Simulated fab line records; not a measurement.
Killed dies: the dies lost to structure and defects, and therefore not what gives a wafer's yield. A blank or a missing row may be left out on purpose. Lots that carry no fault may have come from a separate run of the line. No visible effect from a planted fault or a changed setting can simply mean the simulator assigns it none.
Matching of chambers -- flow gf180mcu -- 3 sister chambers for GF_V4_CVD_02 on pecvd-04
The step deposits SiO2 from TEOS, target thk 850 nm, time 94.851 s. 6 wafers are shown with their chamber, then 7 later ones without.

## WAFERS PAIRED WITH THEIR CHAMBERS
wafer,chamber,heaterPowerW (W)
L589.6,2,736
L593.5,2,728
L603.4,0,653
L603.6,1,500
L604.2,1,567
L604.4,0,548

## WAFERS MISSING THEIR CHAMBER
wafer,heaterPowerW (W)
L604.5,715
L605.2,632
L605.3,662
L605.4,611
L606.2,638
L606.5,671
L606.6,778

## WHICH CHAMBER EACH ONE RAN IN
wafer,from the rows above,in truth
L604.5,can't be placed: 2 or 0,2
L605.2,can't be placed: 0 or 1 or 2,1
L605.3,can't be placed: 0 or 2 or 1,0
L605.4,can't be placed: 0 or 1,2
L606.2,can't be placed: 0 or 2 or 1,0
L606.5,can't be placed: 2 or 0 or 1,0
L606.6,2,2
Correct placement for 1 of the 7. Not placeable from these rows: 6 (in 5, the candidates include the true chamber). Number placed wrongly: 0.
How it was worked out, from the rows above alone: a wafer's distance from a chamber is the root of the sum, over the readings, of the square of ((its reading less the chamber's mean) divided by the reading's scatter). The wafer belongs to the nearest chamber; if the next one is less than 2 further off, it can't be placed. The mean given for a chamber averages the wafers shown for that chamber. The scatter: the root of (the sum of the squares of (reading less its chamber's mean) over the shown wafers, divided by (wafers less chambers)).
